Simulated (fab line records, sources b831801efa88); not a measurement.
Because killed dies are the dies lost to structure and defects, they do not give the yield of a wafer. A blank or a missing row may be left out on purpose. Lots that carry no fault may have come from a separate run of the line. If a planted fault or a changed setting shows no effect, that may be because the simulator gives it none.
Matching of chambers | flow sky130 | cmp-01 running SKY_VIA1_CMP_24: 4 sister chambers
The step polishes, stops on SiO2, t overpolish 15 s, target thk 0 nm. 4 wafers are shown with their chamber, then 7 later ones without.

== WAFERS WITH THEIR CHAMBER ==
wafer  | chamber | motorCurrentA (A)
L731.4 | 2       | 12.1
L731.6 | 3       | 11.0
L733.1 | 0       | 10.9
L733.4 | 1       | 10.4

== WAFERS WITH NO CHAMBER GIVEN ==
wafer  | motorCurrentA (A)
L733.5 | 12.0
L740.1 | 10.4
L740.3 | 10.7
L740.4 | 10.6
L743.3 | 12.6
L743.5 | 10.3
L743.6 | 11.9

== EACH ONE'S CHAMBER ==
wafer  | from the rows above          | in truth
L733.5 | 2                            | 2
L740.1 | 1                            | 1
L740.3 | can't be placed: 0 or 1 or 3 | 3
L740.4 | can't be placed: 1 or 0 or 3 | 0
L743.3 | 2                            | 2
L743.5 | 1                            | 1
L743.6 | 2                            | 2
5 of 7 placed correctly. Not placeable from these rows: 2 (in 2, the candidates include the true chamber). Number placed wrongly: 0.
How it was worked out, from the rows above alone: a wafer's distance from a chamber is the root of the sum, over the readings, of the square of ((its reading less the chamber's mean) divided by the reading's scatter). If the next closest chamber is less than 2 further off than the closest, the wafer can't be placed; otherwise it belongs to the closest. The mean given for a chamber averages the wafers shown for that chamber. The scatter: with one shown wafer a chamber, the root of the mean of the squares of how far each hidden wafer lies from its nearest shown one.
